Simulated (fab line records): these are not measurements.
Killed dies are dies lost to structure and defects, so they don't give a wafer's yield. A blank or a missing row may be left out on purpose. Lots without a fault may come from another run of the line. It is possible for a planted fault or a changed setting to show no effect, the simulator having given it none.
fab line records :: flow sky130
record
  lots=13
  wafers=39
  lastDay=50
route steps=708 shown LDD_HVP@287 PAD_OPEN@708
lots with no fault: from the same line, run without faults
startH: hours from the record's opening day to when the first of the lot's shown wafers began :: waitH: hours since the lot's step before :: " unchanged from the row above :: L1.1+2: a single row standing in for several wafers :: - either no value or no given start :: * or withheld: withheld :: < > ~ a bound
route shown NAME@n: names a module that has steps shown in the file, with the first one's number in the route :: usual: mean/standard deviation of fault-free wafers :: same: alike in all rows :: chamber/n: place in a boat :: sites: per-site readings :: _std_site: the values' standard deviation :: _edge_site: the outer-site mean with the inner-site mean subtracted :: radiusMm: for every site, how far away it sits from the centre of the wafer :: mask NAME#n: copy n :: behind: the tool/chamber that last shaped the wafer :: hold: what put the lot on hold/how long, in hours/how the hold closed :: device: transistor that didn't switch, given as n, p or np :: end of line: tests of these same wafers at the route's end :: for a step that has no rows: nothing shown but its recipe :: killed: not the wafer's yield, but the dies lost to structure and defects at the first sort :: map: dies across one wafer; x = killed, . = not, _ = none there
set.NAME: setting as actually run; set.NAME@STEP: the setting as run at that earlier step :: model.NAME: the simulator's own value behind a step, which no gauge read
steps of the route over a sample of lots; a table a step, a row a wafer
services: from which hour (startH, from the record's first day; less than 0 if before it) a tool's chamber was out of use, for how many hours, and why
## steps
# step SKY_LDD_HVP_STRIP_09
# recipe
  chemistry=O2/N2
  powerW=1400
  pressureMtorr=1500
  platenTempC=withheld
  o2FlowSccm=3000
  n2FlowSccm=300
  overashFraction=0.5
# usual
  chamberPressureMTorr=1499.9/1.4
  drypumpMotorCurrentA=6.0/0.57
  oesProductAu=0.409/0.0046
  stripTimeToEndpointS=4.137/0.017
# same
  overashFraction=0.5
lot.wafer: L151.1
tool: plasmaAsher-01
chamber: 0
startH: 499.85
waitH: 0.1
chamberPressureMTorr: 1497.9
drypumpMotorCurrentA: 6.4
oesProductAu: 0.411
rfHoursCounterH: 79
stripTimeToEndpointS: 4.130

lot.wafer: L151.3
tool: plasmaAsher-01
chamber: 0
startH: 499.85
waitH: 0.1
chamberPressureMTorr: 1500.1
drypumpMotorCurrentA: 6.3
oesProductAu: 0.409
rfHoursCounterH: -
stripTimeToEndpointS: 4.130

lot.wafer: L151.5
tool: plasmaAsher-01
chamber: 0
startH: 499.85
waitH: 0.1
chamberPressureMTorr: 1501.5
drypumpMotorCurrentA: 6.3
oesProductAu: 0.403
rfHoursCounterH: -
stripTimeToEndpointS: 4.109

lot.wafer: L152.2
tool: plasmaAsher-02
chamber: 1
startH: 500.12
waitH: 0.1
chamberPressureMTorr: 1499.5
drypumpMotorCurrentA: 5.6
oesProductAu: 0.409
rfHoursCounterH: 71
stripTimeToEndpointS: 4.135

lot.wafer: L152.5
tool: plasmaAsher-02
chamber: 1
startH: 500.12
waitH: 0.1
chamberPressureMTorr: 1499.7
drypumpMotorCurrentA: 5.6
oesProductAu: 0.417
rfHoursCounterH: -
stripTimeToEndpointS: 4.146

lot.wafer: L152.6
tool: plasmaAsher-02
chamber: 0
startH: 500.12
waitH: 0.1
chamberPressureMTorr: 1500.9
drypumpMotorCurrentA: 5.0
oesProductAu: 0.406
rfHoursCounterH: -
stripTimeToEndpointS: 4.130

lot.wafer: L153.4
tool: plasmaAsher-02
chamber: 1
startH: 508.18
waitH: 0.1
chamberPressureMTorr: 1499.3
drypumpMotorCurrentA: 5.6
oesProductAu: 0.408
rfHoursCounterH: -
stripTimeToEndpointS: 4.107

lot.wafer: L153.5
tool: plasmaAsher-02
chamber: 1
startH: 508.18
waitH: 0.1
chamberPressureMTorr: 1499.1
drypumpMotorCurrentA: 5.6
oesProductAu: 0.407
rfHoursCounterH: -
stripTimeToEndpointS: 4.109

lot.wafer: L153.6
tool: plasmaAsher-02
chamber: 0
startH: 508.18
waitH: 0.1
chamberPressureMTorr: 1500.8
drypumpMotorCurrentA: 4.9
oesProductAu: 0.403
rfHoursCounterH: -
stripTimeToEndpointS: 4.120

lot.wafer: L154.2
tool: plasmaAsher-04
chamber: 0
startH: 530.12
waitH: 0.1
chamberPressureMTorr: 1498.4
drypumpMotorCurrentA: 6.4
oesProductAu: 0.411
rfHoursCounterH: 9
stripTimeToEndpointS: 4.132

lot.wafer: L154.3
tool: plasmaAsher-04
chamber: 0
startH: 530.12
waitH: 0.1
chamberPressureMTorr: 1500.3
drypumpMotorCurrentA: 6.3
oesProductAu: 0.412
rfHoursCounterH: -
stripTimeToEndpointS: 4.134

lot.wafer: L154.4
tool: plasmaAsher-04
chamber: 1
startH: 530.12
waitH: 0.1
chamberPressureMTorr: 1499.5
drypumpMotorCurrentA: 6.6
oesProductAu: 0.403
rfHoursCounterH: -
stripTimeToEndpointS: 4.136

lot.wafer: L156.1
tool: plasmaAsher-04
chamber: 1
startH: 543.07
waitH: 0.1
chamberPressureMTorr: 1498.7
drypumpMotorCurrentA: 6.6
oesProductAu: 0.409
rfHoursCounterH: 11
stripTimeToEndpointS: 4.118

lot.wafer: L156.2
tool: plasmaAsher-04
chamber: 0
startH: 543.07
waitH: 0.1
chamberPressureMTorr: 1498.1
drypumpMotorCurrentA: 6.4
oesProductAu: 0.405
rfHoursCounterH: 11
stripTimeToEndpointS: 4.118

lot.wafer: L156.4
tool: plasmaAsher-04
chamber: 0
startH: 543.07
waitH: 0.1
chamberPressureMTorr: 1500.8
drypumpMotorCurrentA: 6.4
oesProductAu: 0.415
rfHoursCounterH: -
stripTimeToEndpointS: 4.096

lot.wafer: L155.1
tool: plasmaAsher-04
chamber: 0
startH: 543.97
waitH: 0.1
chamberPressureMTorr: 1499.4
drypumpMotorCurrentA: 6.4
oesProductAu: 0.402
rfHoursCounterH: 11
stripTimeToEndpointS: 4.138

lot.wafer: L155.3
tool: plasmaAsher-04
chamber: 0
startH: 543.97
waitH: 0.1
chamberPressureMTorr: 1498.4
drypumpMotorCurrentA: 6.4
oesProductAu: 0.413
rfHoursCounterH: -
stripTimeToEndpointS: 4.149

lot.wafer: L155.5
tool: plasmaAsher-04
chamber: 0
startH: 543.97
waitH: 0.1
chamberPressureMTorr: 1500.5
drypumpMotorCurrentA: 6.4
oesProductAu: 0.404
rfHoursCounterH: -
stripTimeToEndpointS: 4.139

lot.wafer: L157.3
tool: plasmaAsher-01
chamber: 0
startH: 544.30
waitH: 0.1
chamberPressureMTorr: 1499.7
drypumpMotorCurrentA: 6.3
oesProductAu: 0.410
rfHoursCounterH: -
stripTimeToEndpointS: 4.126

lot.wafer: L157.4
tool: plasmaAsher-01
chamber: 1
startH: 544.30
waitH: 0.1
chamberPressureMTorr: 1501.1
drypumpMotorCurrentA: 5.3
oesProductAu: 0.411
rfHoursCounterH: -
stripTimeToEndpointS: 4.107

lot.wafer: L157.6
tool: plasmaAsher-01
chamber: 0
startH: 544.30
waitH: 0.1
chamberPressureMTorr: 1501.0
drypumpMotorCurrentA: 6.4
oesProductAu: 0.412
rfHoursCounterH: -
stripTimeToEndpointS: 4.129

lot.wafer: L158.2
tool: plasmaAsher-01
chamber: 0
startH: 550.26
waitH: 0.1
chamberPressureMTorr: 1500.4
drypumpMotorCurrentA: 6.3
oesProductAu: 0.420
rfHoursCounterH: 84
stripTimeToEndpointS: 4.136

lot.wafer: L158.3
tool: plasmaAsher-01
chamber: 1
startH: 550.26
waitH: 0.1
chamberPressureMTorr: 1500.4
drypumpMotorCurrentA: 5.3
oesProductAu: 0.409
rfHoursCounterH: -
stripTimeToEndpointS: 4.138

lot.wafer: L158.5
tool: plasmaAsher-01
chamber: 1
startH: 550.26
waitH: 0.1
chamberPressureMTorr: 1499.6
drypumpMotorCurrentA: 5.3
oesProductAu: 0.409
rfHoursCounterH: -
stripTimeToEndpointS: 4.132

lot.wafer: L159.1
tool: plasmaAsher-02
chamber: 0
startH: 568.21
waitH: 0.1
chamberPressureMTorr: 1500.2
drypumpMotorCurrentA: 5.0
oesProductAu: 0.409
rfHoursCounterH: 78
stripTimeToEndpointS: 4.151

lot.wafer: L159.3
tool: plasmaAsher-02
chamber: 0
startH: 568.21
waitH: 0.1
chamberPressureMTorr: 1501.0
drypumpMotorCurrentA: 5.0
oesProductAu: 0.411
rfHoursCounterH: -
stripTimeToEndpointS: 4.136

lot.wafer: L159.4
tool: plasmaAsher-02
chamber: 1
startH: 568.21
waitH: 0.1
chamberPressureMTorr: 1500.9
drypumpMotorCurrentA: 5.6
oesProductAu: 0.408
rfHoursCounterH: -
stripTimeToEndpointS: 4.147

lot.wafer: L161.1
tool: plasmaAsher-04
chamber: 0
startH: 583.80
waitH: 0.1
chamberPressureMTorr: 1501.0
drypumpMotorCurrentA: 6.3
oesProductAu: 0.413
rfHoursCounterH: 15
stripTimeToEndpointS: 4.140

lot.wafer: L161.2
tool: plasmaAsher-04
chamber: 1
startH: 583.80
waitH: 0.1
chamberPressureMTorr: 1498.3
drypumpMotorCurrentA: 6.6
oesProductAu: 0.408
rfHoursCounterH: 15
stripTimeToEndpointS: 4.152

lot.wafer: L161.4
tool: plasmaAsher-04
chamber: 0
startH: 583.80
waitH: 0.1
chamberPressureMTorr: 1501.4
drypumpMotorCurrentA: 6.3
oesProductAu: 0.404
rfHoursCounterH: -
stripTimeToEndpointS: 4.160

lot.wafer: L165.1
tool: plasmaAsher-01
chamber: 0
startH: 613.67
waitH: 0.1
chamberPressureMTorr: 1498.2
drypumpMotorCurrentA: 6.3
oesProductAu: 0.406
rfHoursCounterH: 91
stripTimeToEndpointS: 4.157

lot.wafer: L165.4
tool: plasmaAsher-01
chamber: 0
startH: 613.67
waitH: 0.1
chamberPressureMTorr: 1500.5
drypumpMotorCurrentA: 6.4
oesProductAu: 0.398
rfHoursCounterH: -
stripTimeToEndpointS: 4.162

lot.wafer: L165.6
tool: plasmaAsher-01
chamber: 1
startH: 613.67
waitH: 0.1
chamberPressureMTorr: 1498.1
drypumpMotorCurrentA: 5.3
oesProductAu: 0.412
rfHoursCounterH: -
stripTimeToEndpointS: 4.136

lot.wafer: L168.3
tool: plasmaAsher-04
chamber: 1
startH: 655.34
waitH: 0.1
chamberPressureMTorr: 1496.9
drypumpMotorCurrentA: 6.6
oesProductAu: 0.420
rfHoursCounterH: -
stripTimeToEndpointS: 4.152

lot.wafer: L168.5
tool: plasmaAsher-04
chamber: 0
startH: 655.34
waitH: 0.1
chamberPressureMTorr: 1502.3
drypumpMotorCurrentA: 6.4
oesProductAu: 0.411
rfHoursCounterH: -
stripTimeToEndpointS: 4.154

lot.wafer: L168.6
tool: plasmaAsher-04
chamber: 1
startH: 655.34
waitH: 0.1
chamberPressureMTorr: 1499.9
drypumpMotorCurrentA: 6.6
oesProductAu: 0.417
rfHoursCounterH: -
stripTimeToEndpointS: 4.125

lot.wafer: L173.1
tool: plasmaAsher-01
chamber: 1
startH: 668.21
waitH: 0.1
chamberPressureMTorr: 1501.8
drypumpMotorCurrentA: 5.4
oesProductAu: 0.414
rfHoursCounterH: 96
stripTimeToEndpointS: 4.158

lot.wafer: L173.3
tool: plasmaAsher-01
chamber: 0
startH: 668.21
waitH: 0.1
chamberPressureMTorr: 1498.8
drypumpMotorCurrentA: 6.3
oesProductAu: 0.417
rfHoursCounterH: -
stripTimeToEndpointS: 4.146

lot.wafer: L173.5
tool: plasmaAsher-01
chamber: 0
startH: 668.21
waitH: 0.1
chamberPressureMTorr: 1499.7
drypumpMotorCurrentA: 6.4
oesProductAu: 0.409
rfHoursCounterH: -
stripTimeToEndpointS: 4.144
# step SKY_PAD_OPEN_PROBE_99
# usual
  killed_at_M0_to_M3=43/7.2
  killed_at_M4_up=3.3/2
  killedAtContacts=25/5.8
  killedAtFrontEnd=15/4.5
  killedAtOther=0.3/0.62
  killedDies=86/9.4
  killedOpen=47/7.1
  killedShort=39/6
# same
  grossDies=492
  killedAtBackSide=0
lot.wafer: L168.3
tool: prober-01
chamber: -
startH: 1181.22
waitH: 0.2
killed_at_M0_to_M3: 38
killed_at_M4_up: 3
killedAtContacts: 20
killedAtFrontEnd: 63
killedAtOther: 0
killedDies: 124
killedOpen: 45
killedShort: 28

lot.wafer: L168.5
tool: prober-01
chamber: -
startH: 1181.32
waitH: 0.2
killed_at_M0_to_M3: 35
killed_at_M4_up: 8
killedAtContacts: 25
killedAtFrontEnd: 24
killedAtOther: 0
killedDies: 92
killedOpen: 42
killedShort: 49

lot.wafer: L168.6
tool: prober-01
chamber: -
startH: 1181.37
waitH: 0.2
killed_at_M0_to_M3: 40
killed_at_M4_up: 1
killedAtContacts: 25
killedAtFrontEnd: 61
killedAtOther: 0
killedDies: 127
killedOpen: 38
killedShort: 38
# killed by level:class
L168.3 LDD_HVP:unspecified=51 VIA1:geometricParticle:open=13 CONTACT:geometricParticle:open=7 VIA3:geometricParticle:open=7 LI_CONTACT:geometricParticle:open=5 METAL1:geometricParticle:short=5 LOCAL_INTERCONNECT:geometricParticle:short=4 POLY_GATE:geometricParticle:open=3
L168.5 CONTACT:geometricParticle:open=10 METAL2:geometricParticle:short=10 VIA1:geometricParticle:open=9 FIELD_ISO:geometricParticle:short=8 CONTACT:geometricParticle:short=6 FIELD_ISO:geometricParticle:open=5 LI_CONTACT:geometricParticle:open=5 METAL4:geometricParticle:short=5
L168.6 LDD_HVP:unspecified=51 LI_CONTACT:geometricParticle:open=9 CONTACT:geometricParticle:open=7 METAL2:geometricParticle:short=6 VIA1:geometricParticle:open=6 VIA1:geometricParticle:short=5 METAL1:geometricParticle:short=5 FIELD_ISO:geometricParticle:short=3
## services
tool: plasmaAsher-04
chamber: -
startH: 498.72
hours: 4.6
kind: repair

tool: plasmaAsher-04
chamber: -
startH: 503.07
hours: 0.6
kind: repair

tool: plasmaAsher-02
chamber: -
startH: 519.95
hours: 1.2
kind: repair

tool: plasmaAsher-04
chamber: -
startH: 572.55
hours: 4.0
kind: repair

tool: plasmaAsher-04
chamber: -
startH: 585.17
hours: 0.8
kind: repair

tool: plasmaAsher-04
chamber: -
startH: 610.32
hours: 3.8
kind: repair

tool: plasmaAsher-02
chamber: -
startH: 630.72
hours: 2.8
kind: pm
## key
firstSign
  step=SKY_PAD_OPEN_PROBE_99
  reading=killedAtFrontEnd
  direction=up
  sigmas=10
  usual=15
  struck=62
effect
  step=SKY_PAD_OPEN_PROBE_99
  reading=killedDies
  direction=up
  sigmas=4.2
  usual=86
  struck=126
metAt SKY_LDD_HVP_STRIP_09
struckLots L168
struckWafers L168.3,L168.6
testerLeftOut L168
onsetBetween 583.80 655.34
fault
  kind=chamberParticleSource
  tool=plasmaAsher-04
  chamber=1
  onsetH=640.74
  steps=SKY_LDD_HVP_STRIP_09
  ratePerVisitCm2=0.94059
  endH=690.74
# testerLeftOut: of these lots the tester's yield and bins aren't shown, on N5 and GAA mostly nor the transistor test; their killed dies are dies lost to structure and defects alone, not to doping, threshold or leakage, so they don't give the yield
